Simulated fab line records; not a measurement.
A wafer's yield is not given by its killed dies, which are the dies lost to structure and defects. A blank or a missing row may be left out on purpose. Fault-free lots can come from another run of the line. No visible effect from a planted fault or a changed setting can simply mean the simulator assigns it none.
What tool caused it? || flow gf180mcu || 24 lots, 72 wafers sampled, at 6 steps of a route of 602

== WHAT EACH GAUGE READ, for each wafer ==
GF_M4_OVL_MEAS_15.
{"lot": "L074", "measured": "day 23 18:16", "on": "overlay-01", "M4_OVL (nm)": "-3 7 3"}
{"lot": "L075", "measured": "day 24 04:52", "on": "overlay-01", "M4_OVL (nm)": "5 6 -2"}
{"lot": "L077", "measured": "day 24 06:37", "on": "overlay-02", "M4_OVL (nm)": "2 -3 0"}
{"lot": "L076", "measured": "day 24 10:47", "on": "overlay-01", "M4_OVL (nm)": "5 4 -6"}
{"lot": "L078", "measured": "day 24 22:46", "on": "overlay-02", "M4_OVL (nm)": "5 1 0"}
{"lot": "L079", "measured": "day 25 04:11", "on": "overlay-01", "M4_OVL (nm)": "2 9 2"}
{"lot": "L080", "measured": "day 25 17:08", "on": "overlay-01", "M4_OVL (nm)": "5 -1 1"}
{"lot": "L081", "measured": "day 25 20:28", "on": "overlay-02", "M4_OVL (nm)": "-5 -2 -2"}
{"lot": "L082", "measured": "day 26 11:22", "on": "overlay-02", "M4_OVL (nm)": "-8 4 -2"}
{"lot": "L083", "measured": "day 26 18:41", "on": "overlay-02", "M4_OVL (nm)": "1 -2 -2"}
{"lot": "L084", "measured": "day 27 00:07", "on": "overlay-02", "M4_OVL (nm)": "-13 1 -12"}
{"lot": "L085", "measured": "day 27 08:34", "on": "overlay-02", "M4_OVL (nm)": "8 5 -1"}
{"lot": "L086", "measured": "day 27 15:16", "on": "overlay-02", "M4_OVL (nm)": "-1 7 1"}
{"lot": "L087", "measured": "day 28 02:08", "on": "overlay-01", "M4_OVL (nm)": "-6 -6 -8"}
{"lot": "L089", "measured": "day 28 14:56", "on": "overlay-02", "M4_OVL (nm)": "0 3 -3"}
{"lot": "L088", "measured": "day 28 16:41", "on": "overlay-01", "M4_OVL (nm)": "-5 -1 -3"}
{"lot": "L091", "measured": "day 29 04:22", "on": "overlay-02", "M4_OVL (nm)": "-13 -1 -7"}
{"lot": "L090", "measured": "day 29 05:52", "on": "overlay-01", "M4_OVL (nm)": "-1 3 -1"}
{"lot": "L092", "measured": "day 29 15:11", "on": "overlay-02", "M4_OVL (nm)": "2 -1 -6"}
{"lot": "L093", "measured": "day 29 21:55", "on": "overlay-01", "M4_OVL (nm)": "-2 -4 -9"}
{"lot": "L095", "measured": "day 30 01:01", "on": "overlay-01", "M4_OVL (nm)": "-2 -9 -4"}
{"lot": "L094", "measured": "day 30 02:31", "on": "overlay-02", "M4_OVL (nm)": "-9 -8 -4"}
{"lot": "L096", "measured": "day 30 11:28", "on": "overlay-01", "M4_OVL (nm)": "-10 -5 2"}
{"lot": "L097", "measured": "day 30 19:01", "on": "overlay-01", "M4_OVL (nm)": "0 -6 -8"}

GF_V5_CD_MEAS_14 targets a cd of 260 nm.
{"lot": "L074", "measured": "day 27 14:12", "on": "cd sem-02", "cd nm (nm)": "259.2 258.6 260.7"}
{"lot": "L075", "measured": "day 27 22:34", "on": "cd sem-02", "cd nm (nm)": "262.7 261.5 261.1"}
{"lot": "L077", "measured": "day 27 23:49", "on": "cd sem-02", "cd nm (nm)": "258.3 259.0 259.0"}
{"lot": "L076", "measured": "day 28 04:13", "on": "cd sem-02", "cd nm (nm)": "258.6 259.2 258.8"}
{"lot": "L078", "measured": "day 28 14:35", "on": "cd sem-01", "cd nm (nm)": "258.9 259.6 260.5"}
{"lot": "L079", "measured": "day 28 19:05", "on": "cd sem-01", "cd nm (nm)": "260.5 260.3 260.7"}
{"lot": "L080", "measured": "day 29 07:15", "on": "cd sem-02", "cd nm (nm)": "257.9 258.1 258.7"}
{"lot": "L081", "measured": "day 29 10:26", "on": "cd sem-02", "cd nm (nm)": "261.2 260.5 260.3"}
{"lot": "L082", "measured": "day 30 00:34", "on": "cd sem-02", "cd nm (nm)": "260.8 261.0 259.8"}
{"lot": "L083", "measured": "day 30 06:46", "on": "cd sem-01", "cd nm (nm)": "259.8 259.5 260.4"}
{"lot": "L084", "measured": "day 30 10:23", "on": "cd sem-02", "cd nm (nm)": "261.1 260.9 259.8"}
{"lot": "L085", "measured": "day 30 19:21", "on": "cd sem-02", "cd nm (nm)": "259.8 260.1 258.7"}
{"lot": "L086", "measured": "day 31 00:44", "on": "cd sem-02", "cd nm (nm)": "258.3 258.2 258.7"}
{"lot": "L087", "measured": "day 31 09:44", "on": "cd sem-01", "cd nm (nm)": "261.0 260.1 259.0"}
{"lot": "L089", "measured": "day 31 20:43", "on": "cd sem-02", "cd nm (nm)": "259.9 259.0 259.4"}
{"lot": "L088", "measured": "day 31 22:19", "on": "cd sem-02", "cd nm (nm)": "262.0 260.4 260.8"}
{"lot": "L091", "measured": "day 32 07:13", "on": "cd sem-01", "cd nm (nm)": "260.7 260.2 260.1"}
{"lot": "L090", "measured": "day 32 08:47", "on": "cd sem-01", "cd nm (nm)": "258.8 259.0 259.5"}
{"lot": "L092", "measured": "day 32 19:11", "on": "cd sem-02", "cd nm (nm)": "259.4 260.1 258.7"}
{"lot": "L093", "measured": "day 32 23:28", "on": "cd sem-02", "cd nm (nm)": "259.3 259.6 260.1"}
{"lot": "L095", "measured": "day 33 02:05", "on": "cd sem-02", "cd nm (nm)": "257.6 258.4 256.0"}
{"lot": "L094", "measured": "day 33 03:47", "on": "cd sem-01", "cd nm (nm)": "262.0 260.1 260.0"}
{"lot": "L096", "measured": "day 33 11:56", "on": "cd sem-01", "cd nm (nm)": "258.7 259.1 259.3"}
{"lot": "L097", "measured": "day 33 17:13", "on": "cd sem-01", "cd nm (nm)": "258.8 259.2 259.7"}

GF_V5_THK_MEAS_25: measures by xrf.
{"lot": "L074", "measured": "day 27 15:25", "on": "film metro-03", "V5_W_THK (nm)": "354 354 358"}
{"lot": "L075", "measured": "day 27 23:47", "on": "film metro-03", "V5_W_THK (nm)": "353 353 353"}
{"lot": "L077", "measured": "day 28 01:03", "on": "film metro-01", "V5_W_THK (nm)": "350 344 349"}
{"lot": "L076", "measured": "day 28 05:23", "on": "film metro-01", "V5_W_THK (nm)": "351 352 355"}
{"lot": "L078", "measured": "day 28 15:46", "on": "film metro-03", "V5_W_THK (nm)": "354 353 355"}
{"lot": "L079", "measured": "day 28 20:14", "on": "film metro-03", "V5_W_THK (nm)": "350 350 351"}
{"lot": "L080", "measured": "day 29 08:26", "on": "film metro-01", "V5_W_THK (nm)": "353 350 357"}
{"lot": "L081", "measured": "day 29 11:39", "on": "film metro-01", "V5_W_THK (nm)": "353 354 358"}
{"lot": "L082", "measured": "day 30 01:44", "on": "film metro-03", "V5_W_THK (nm)": "358 347 349"}
{"lot": "L083", "measured": "day 30 07:55", "on": "film metro-01", "V5_W_THK (nm)": "346 351 345"}
{"lot": "L084", "measured": "day 30 11:34", "on": "film metro-01", "V5_W_THK (nm)": "350 350 351"}
{"lot": "L085", "measured": "day 30 20:32", "on": "film metro-03", "V5_W_THK (nm)": "356 355 364"}
{"lot": "L086", "measured": "day 31 01:55", "on": "film metro-01", "V5_W_THK (nm)": "351 346 350"}
{"lot": "L087", "measured": "day 31 10:55", "on": "film metro-02", "V5_W_THK (nm)": "357 352 357"}
{"lot": "L089", "measured": "day 31 21:53", "on": "film metro-03", "V5_W_THK (nm)": "358 356 354"}
{"lot": "L088", "measured": "day 31 23:30", "on": "film metro-03", "V5_W_THK (nm)": "350 347 350"}
{"lot": "L091", "measured": "day 32 08:23", "on": "film metro-03", "V5_W_THK (nm)": "355 355 350"}
{"lot": "L090", "measured": "day 32 09:58", "on": "film metro-02", "V5_W_THK (nm)": "353 353 355"}
{"lot": "L092", "measured": "day 32 20:23", "on": "film metro-01", "V5_W_THK (nm)": "354 351 352"}
{"lot": "L093", "measured": "day 33 00:40", "on": "film metro-02", "V5_W_THK (nm)": "349 351 349"}
{"lot": "L095", "measured": "day 33 03:16", "on": "film metro-01", "V5_W_THK (nm)": "353 350 351"}
{"lot": "L094", "measured": "day 33 04:58", "on": "film metro-01", "V5_W_THK (nm)": "349 351 349"}
{"lot": "L096", "measured": "day 33 13:14", "on": "film metro-03", "V5_W_THK (nm)": "358 354 355"}
{"lot": "L097", "measured": "day 33 18:31", "on": "film metro-01", "V5_W_THK (nm)": "347 347 348"}

== TOOL THAT RAN EACH LOT (tool first, then ch and the chambers of the sampled wafers, then the start) ==
{"lot": "L074", "GF_V2_CVD_02": "pecvd-04 ch 0,2, day 19 15:47", "GF_M5_STRIP_11": "plasma asher-04 ch 0,1, day 26 16:19", "GF_V5_SPUTTER_22": "pvd sputter-04, day 27 15:08"}
{"lot": "L075", "GF_V2_CVD_02": "pecvd-01 ch 0,1,2, day 19 20:11", "GF_M5_STRIP_11": "plasma asher-03 ch 0,1, day 27 01:25", "GF_V5_SPUTTER_22": "pvd sputter-01, day 27 23:29"}
{"lot": "L077", "GF_V2_CVD_02": "pecvd-01 ch 1,2, day 20 04:29", "GF_M5_STRIP_11": "plasma asher-03 ch 0,1, day 27 02:04", "GF_V5_SPUTTER_22": "pvd sputter-04, day 28 00:46"}
{"lot": "L076", "GF_V2_CVD_02": "pecvd-01 ch 1,2, day 20 08:38", "GF_M5_STRIP_11": "plasma asher-03 ch 0,1, day 27 06:01", "GF_V5_SPUTTER_22": "pvd sputter-04, day 28 05:06"}
{"lot": "L078", "GF_V2_CVD_02": "pecvd-04 ch 0,1,2, day 20 22:03", "GF_M5_STRIP_11": "plasma asher-03 ch 0,1, day 27 17:07", "GF_V5_SPUTTER_22": "pvd sputter-01, day 28 15:30"}
{"lot": "L079", "GF_V2_CVD_02": "pecvd-01 ch 0,2, day 21 04:48", "GF_M5_STRIP_11": "plasma asher-01 ch 0,1, day 27 22:40", "GF_V5_SPUTTER_22": "pvd sputter-03, day 28 19:57"}
{"lot": "L080", "GF_V2_CVD_02": "pecvd-04 ch 0,1,2, day 21 16:50", "GF_M5_STRIP_11": "plasma asher-03 ch 0,1, day 28 10:50", "GF_V5_SPUTTER_22": "pvd sputter-04, day 29 08:08"}
{"lot": "L081", "GF_V2_CVD_02": "pecvd-03 ch 0,1,2, day 21 22:05", "GF_M5_STRIP_11": "plasma asher-04 ch 0,1, day 28 14:16", "GF_V5_SPUTTER_22": "pvd sputter-03, day 29 11:23"}
{"lot": "L082", "GF_V2_CVD_02": "pecvd-03 ch 1,2, day 22 13:47", "GF_M5_STRIP_11": "plasma asher-01 ch 0,1, day 29 03:52", "GF_V5_SPUTTER_22": "pvd sputter-04, day 30 01:27"}
{"lot": "L083", "GF_V2_CVD_02": "pecvd-01 ch 0,1,2, day 22 21:29", "GF_M5_STRIP_11": "plasma asher-04 ch 0,1, day 29 10:26", "GF_V5_SPUTTER_22": "pvd sputter-01, day 30 07:37"}
{"lot": "L084", "GF_V2_CVD_02": "pecvd-03 ch 0,1,2, day 23 02:32", "GF_M5_STRIP_11": "plasma asher-01 ch 0,1, day 29 14:31", "GF_V5_SPUTTER_22": "pvd sputter-01, day 30 11:17"}
{"lot": "L085", "GF_V2_CVD_02": "pecvd-03 ch 0,1, day 23 12:45", "GF_M5_STRIP_11": "plasma asher-03 ch 0, day 29 23:57", "GF_V5_SPUTTER_22": "pvd sputter-01, day 30 20:15"}
{"lot": "L086", "GF_V2_CVD_02": "pecvd-01 ch 0,1,2, day 23 21:26", "GF_M5_STRIP_11": "plasma asher-03 ch 0,1, day 30 05:50", "GF_V5_SPUTTER_22": "pvd sputter-01, day 31 01:39"}
{"lot": "L087", "GF_V2_CVD_02": "pecvd-04 ch 1,2, day 24 08:23", "GF_M5_STRIP_11": "plasma asher-03 ch 0,1, day 30 15:23", "GF_V5_SPUTTER_22": "pvd sputter-03, day 31 10:38"}
{"lot": "L089", "GF_V2_CVD_02": "pecvd-04 ch 1,2, day 24 23:16", "GF_M5_STRIP_11": "plasma asher-01 ch 0,1, day 31 02:12", "GF_V5_SPUTTER_22": "pvd sputter-03, day 31 21:35"}
{"lot": "L088", "GF_V2_CVD_02": "pecvd-03 ch 0,1,2, day 25 00:35", "GF_M5_STRIP_11": "plasma asher-03 ch 0,1, day 31 04:01", "GF_V5_SPUTTER_22": "pvd sputter-04, day 31 23:13"}
{"lot": "L091", "GF_V2_CVD_02": "pecvd-01 ch 0,2, day 25 14:02", "GF_M5_STRIP_11": "plasma asher-01 ch 0,1, day 31 13:36", "GF_V5_SPUTTER_22": "pvd sputter-03, day 32 08:05"}
{"lot": "L090", "GF_V2_CVD_02": "pecvd-04 ch 0,1,2, day 25 15:18", "GF_M5_STRIP_11": "plasma asher-04 ch 0,1, day 31 15:07", "GF_V5_SPUTTER_22": "pvd sputter-04, day 32 09:41"}
{"lot": "L092", "GF_V2_CVD_02": "pecvd-04 ch 0,1, day 26 01:23", "GF_M5_STRIP_11": "plasma asher-03 ch 0,1, day 32 00:59", "GF_V5_SPUTTER_22": "pvd sputter-01, day 32 20:05"}
{"lot": "L093", "GF_V2_CVD_02": "pecvd-01 ch 0,1, day 26 10:26", "GF_M5_STRIP_11": "plasma asher-04 ch 1, day 32 06:05", "GF_V5_SPUTTER_22": "pvd sputter-04, day 33 00:23"}
{"lot": "L095", "GF_V2_CVD_02": "pecvd-01 ch 1,2, day 26 12:05", "GF_M5_STRIP_11": "plasma asher-01 ch 0, day 32 08:37", "GF_V5_SPUTTER_22": "pvd sputter-01, day 33 02:59"}
{"lot": "L094", "GF_V2_CVD_02": "pecvd-04 ch 0,1,2, day 26 13:57", "GF_M5_STRIP_11": "plasma asher-01 ch 0,1, day 32 10:48", "GF_V5_SPUTTER_22": "pvd sputter-01, day 33 04:42"}
{"lot": "L096", "GF_V2_CVD_02": "pecvd-04 ch 0,1, day 27 01:26", "GF_M5_STRIP_11": "plasma asher-04 ch 0,1, day 32 18:46", "GF_V5_SPUTTER_22": "pvd sputter-01, day 33 12:58"}
{"lot": "L097", "GF_V2_CVD_02": "pecvd-04 ch 1,2, day 27 09:12", "GF_M5_STRIP_11": "plasma asher-04 ch 0,1, day 33 01:18", "GF_V5_SPUTTER_22": "pvd sputter-03, day 33 18:14"}
- GF_V2_CVD_02: deposits SiO2 from TEOS, target thk 850 nm, time 94.851 s.
- GF_M5_STRIP_11: strips in O2/N2.
- GF_V5_SPUTTER_22: material TiN, target thk 10 nm, time 40 s.

== AS READ BY THE TOOLS THEMSELVES (means over the sampled wafers that have a number; for cases with no such wafer, the mark the record gives instead) ==
GF_V2_CVD_02.
{"lot": "L074", "tool": "pecvd-04", "heater power outer w (W)": 285, "heater power w (W)": 561}
{"lot": "L075", "tool": "pecvd-01", "heater power outer w (W)": 386, "heater power w (W)": 675}
{"lot": "L077", "tool": "pecvd-01", "heater power outer w (W)": 375, "heater power w (W)": 633}
{"lot": "L076", "tool": "pecvd-01", "heater power outer w (W)": 370, "heater power w (W)": 656}
{"lot": "L078", "tool": "pecvd-04", "heater power outer w (W)": 351, "heater power w (W)": 635}
{"lot": "L079", "tool": "pecvd-01", "heater power outer w (W)": 335, "heater power w (W)": 622}
{"lot": "L080", "tool": "pecvd-04", "heater power outer w (W)": 338, "heater power w (W)": 615}
{"lot": "L081", "tool": "pecvd-03", "heater power outer w (W)": 384, "heater power w (W)": 613}
{"lot": "L082", "tool": "pecvd-03", "heater power outer w (W)": 342, "heater power w (W)": 575}
{"lot": "L083", "tool": "pecvd-01", "heater power outer w (W)": 324, "heater power w (W)": 569}
{"lot": "L084", "tool": "pecvd-03", "heater power outer w (W)": 352, "heater power w (W)": 580}
{"lot": "L085", "tool": "pecvd-03", "heater power outer w (W)": 320, "heater power w (W)": 574}
{"lot": "L086", "tool": "pecvd-01", "heater power outer w (W)": 382, "heater power w (W)": 649}
{"lot": "L087", "tool": "pecvd-04", "heater power outer w (W)": 302, "heater power w (W)": 577}
{"lot": "L089", "tool": "pecvd-04", "heater power outer w (W)": 296, "heater power w (W)": 551}
{"lot": "L088", "tool": "pecvd-03", "heater power outer w (W)": 387, "heater power w (W)": 634}
{"lot": "L091", "tool": "pecvd-01", "heater power outer w (W)": 350, "heater power w (W)": 640}
{"lot": "L090", "tool": "pecvd-04", "heater power outer w (W)": 333, "heater power w (W)": 587}
{"lot": "L092", "tool": "pecvd-04", "heater power outer w (W)": 361, "heater power w (W)": 637}
{"lot": "L093", "tool": "pecvd-01", "heater power outer w (W)": 332, "heater power w (W)": 590}
{"lot": "L095", "tool": "pecvd-01", "heater power outer w (W)": 365, "heater power w (W)": 641}
{"lot": "L094", "tool": "pecvd-04", "heater power outer w (W)": 363, "heater power w (W)": 661}
{"lot": "L096", "tool": "pecvd-04", "heater power outer w (W)": 370, "heater power w (W)": 651}
{"lot": "L097", "tool": "pecvd-04", "heater power outer w (W)": 297, "heater power w (W)": 552}

GF_M5_STRIP_11.
{"lot": "L074", "tool": "plasma asher-04", "drypump motor current A (A)": 5.9, "heater power w (W)": 352, "o2 flow sccm (sccm)": 2990, "oes product au (a.u.)": 0.520, "strip time to endpoint s (s)": 7.03}
{"lot": "L075", "tool": "plasma asher-03", "drypump motor current A (A)": 5.6, "heater power w (W)": 358, "o2 flow sccm (sccm)": 3000, "oes product au (a.u.)": 0.525, "strip time to endpoint s (s)": 7.08}
{"lot": "L077", "tool": "plasma asher-03", "drypump motor current A (A)": 5.6, "heater power w (W)": 360, "o2 flow sccm (sccm)": 2999, "oes product au (a.u.)": 0.518, "strip time to endpoint s (s)": 7.02}
{"lot": "L076", "tool": "plasma asher-03", "drypump motor current A (A)": 5.6, "heater power w (W)": 351, "o2 flow sccm (sccm)": 3000, "oes product au (a.u.)": 0.514, "strip time to endpoint s (s)": 6.97}
{"lot": "L078", "tool": "plasma asher-03", "drypump motor current A (A)": 5.6, "heater power w (W)": 354, "o2 flow sccm (sccm)": 2998, "oes product au (a.u.)": 0.524, "strip time to endpoint s (s)": 7.04}
{"lot": "L079", "tool": "plasma asher-01", "drypump motor current A (A)": 5.3, "heater power w (W)": 304, "o2 flow sccm (sccm)": 3004, "oes product au (a.u.)": 0.517, "strip time to endpoint s (s)": 6.93}
{"lot": "L080", "tool": "plasma asher-03", "drypump motor current A (A)": 5.6, "heater power w (W)": 355, "o2 flow sccm (sccm)": 3002, "oes product au (a.u.)": 0.523, "strip time to endpoint s (s)": 7.07}
{"lot": "L081", "tool": "plasma asher-04", "drypump motor current A (A)": 5.9, "heater power w (W)": 355, "o2 flow sccm (sccm)": 3002, "oes product au (a.u.)": 0.526, "strip time to endpoint s (s)": 7.00}
{"lot": "L082", "tool": "plasma asher-01", "drypump motor current A (A)": 5.2, "heater power w (W)": 308, "o2 flow sccm (sccm)": 3001, "oes product au (a.u.)": 0.522, "strip time to endpoint s (s)": 7.00}
{"lot": "L083", "tool": "plasma asher-04", "drypump motor current A (A)": 5.9, "heater power w (W)": 356, "o2 flow sccm (sccm)": 2994, "oes product au (a.u.)": 0.517, "strip time to endpoint s (s)": 6.98}
{"lot": "L084", "tool": "plasma asher-01", "drypump motor current A (A)": 5.3, "heater power w (W)": 299, "o2 flow sccm (sccm)": 2994, "oes product au (a.u.)": 0.525, "strip time to endpoint s (s)": 7.03}
{"lot": "L085", "tool": "plasma asher-03", "drypump motor current A (A)": 5.6, "heater power w (W)": 345, "o2 flow sccm (sccm)": 3001, "oes product au (a.u.)": 0.525, "strip time to endpoint s (s)": 7.03}
{"lot": "L086", "tool": "plasma asher-03", "drypump motor current A (A)": 5.6, "heater power w (W)": 350, "o2 flow sccm (sccm)": 3003, "oes product au (a.u.)": 0.522, "strip time to endpoint s (s)": 7.07}
{"lot": "L087", "tool": "plasma asher-03", "drypump motor current A (A)": 5.6, "heater power w (W)": 354, "o2 flow sccm (sccm)": 2992, "oes product au (a.u.)": 0.525, "strip time to endpoint s (s)": 6.98}
{"lot": "L089", "tool": "plasma asher-01", "drypump motor current A (A)": 5.1, "heater power w (W)": 301, "o2 flow sccm (sccm)": 3001, "oes product au (a.u.)": 0.521, "strip time to endpoint s (s)": 6.98}
{"lot": "L088", "tool": "plasma asher-03", "drypump motor current A (A)": 5.6, "heater power w (W)": 356, "o2 flow sccm (sccm)": 2994, "oes product au (a.u.)": 0.524, "strip time to endpoint s (s)": 7.07}
{"lot": "L091", "tool": "plasma asher-01", "drypump motor current A (A)": 5.2, "heater power w (W)": 309, "o2 flow sccm (sccm)": 2993, "oes product au (a.u.)": 0.523, "strip time to endpoint s (s)": 7.08}
{"lot": "L090", "tool": "plasma asher-04", "drypump motor current A (A)": 5.7, "heater power w (W)": 337, "o2 flow sccm (sccm)": 3004, "oes product au (a.u.)": 0.525, "strip time to endpoint s (s)": 7.03}
{"lot": "L092", "tool": "plasma asher-03", "drypump motor current A (A)": 5.6, "heater power w (W)": 352, "o2 flow sccm (sccm)": 3000, "oes product au (a.u.)": 0.521, "strip time to endpoint s (s)": 6.97}
{"lot": "L093", "tool": "plasma asher-04", "drypump motor current A (A)": 5.6, "heater power w (W)": 326, "o2 flow sccm (sccm)": 2999, "oes product au (a.u.)": 0.518, "strip time to endpoint s (s)": 7.00}
{"lot": "L095", "tool": "plasma asher-01", "drypump motor current A (A)": 4.9, "heater power w (W)": 299, "o2 flow sccm (sccm)": 3003, "oes product au (a.u.)": 0.521, "strip time to endpoint s (s)": 7.00}
{"lot": "L094", "tool": "plasma asher-01", "drypump motor current A (A)": 5.3, "heater power w (W)": 307, "o2 flow sccm (sccm)": 3003, "oes product au (a.u.)": 0.520, "strip time to endpoint s (s)": 7.03}
{"lot": "L096", "tool": "plasma asher-04", "drypump motor current A (A)": 5.8, "heater power w (W)": 336, "o2 flow sccm (sccm)": 3001, "oes product au (a.u.)": 0.523, "strip time to endpoint s (s)": 7.02}
{"lot": "L097", "tool": "plasma asher-04", "drypump motor current A (A)": 5.9, "heater power w (W)": 351, "o2 flow sccm (sccm)": 2998, "oes product au (a.u.)": 0.520, "strip time to endpoint s (s)": 7.00}

GF_V5_SPUTTER_22.
{"lot": "L074", "tool": "pvd sputter-04", "throttle valve pct (%)": 29.0}
{"lot": "L075", "tool": "pvd sputter-01", "throttle valve pct (%)": 28.5}
{"lot": "L077", "tool": "pvd sputter-04", "throttle valve pct (%)": 29.1}
{"lot": "L076", "tool": "pvd sputter-04", "throttle valve pct (%)": 29.3}
{"lot": "L078", "tool": "pvd sputter-01", "throttle valve pct (%)": 30.4}
{"lot": "L079", "tool": "pvd sputter-03", "throttle valve pct (%)": 29.5}
{"lot": "L080", "tool": "pvd sputter-04", "throttle valve pct (%)": 29.1}
{"lot": "L081", "tool": "pvd sputter-03", "throttle valve pct (%)": 29.9}
{"lot": "L082", "tool": "pvd sputter-04", "throttle valve pct (%)": 28.5}
{"lot": "L083", "tool": "pvd sputter-01", "throttle valve pct (%)": 29.8}
{"lot": "L084", "tool": "pvd sputter-01", "throttle valve pct (%)": 31.3}
{"lot": "L085", "tool": "pvd sputter-01", "throttle valve pct (%)": 30.6}
{"lot": "L086", "tool": "pvd sputter-01", "throttle valve pct (%)": 29.5}
{"lot": "L087", "tool": "pvd sputter-03", "throttle valve pct (%)": 29.5}
{"lot": "L089", "tool": "pvd sputter-03", "throttle valve pct (%)": 29.4}
{"lot": "L088", "tool": "pvd sputter-04", "throttle valve pct (%)": 29.1}
{"lot": "L091", "tool": "pvd sputter-03", "throttle valve pct (%)": 29.9}
{"lot": "L090", "tool": "pvd sputter-04", "throttle valve pct (%)": 29.2}
{"lot": "L092", "tool": "pvd sputter-01", "throttle valve pct (%)": 29.8}
{"lot": "L093", "tool": "pvd sputter-04", "throttle valve pct (%)": 29.2}
{"lot": "L095", "tool": "pvd sputter-01", "throttle valve pct (%)": 29.8}
{"lot": "L094", "tool": "pvd sputter-01", "throttle valve pct (%)": 28.7}
{"lot": "L096", "tool": "pvd sputter-01", "throttle valve pct (%)": 31.0}
{"lot": "L097", "tool": "pvd sputter-03", "throttle valve pct (%)": 29.2}

== THE ANSWER, worked out from the rows above alone ==
Rule: usual is defined by the lots themselves. The widest of any qualifying gaps counts: lots, ordered by their means at a reading, are off when they make up no more than a third of the lots, leave a main group of 4 or more, and stand apart from it by 3 or more times the standard deviation of that group's means. Not used: any main group whose means are identical at the precision the tables above print for the reading. A lot without any number at a reading at which 4 lots or more have one is off too. Where the step has rows for the other lots, those lots are counted as sound. First the gauges in route order, then the tools' own readings, where a lot's mean is used as printed above. The first step at which some lot is off is used, and at that step the reading that is off furthest; a lot without a number counts as furthest.
None of the lots is off at any reading shown; this tells nothing.

== WHAT WAS PUT IN BY THE SIMULATOR ==
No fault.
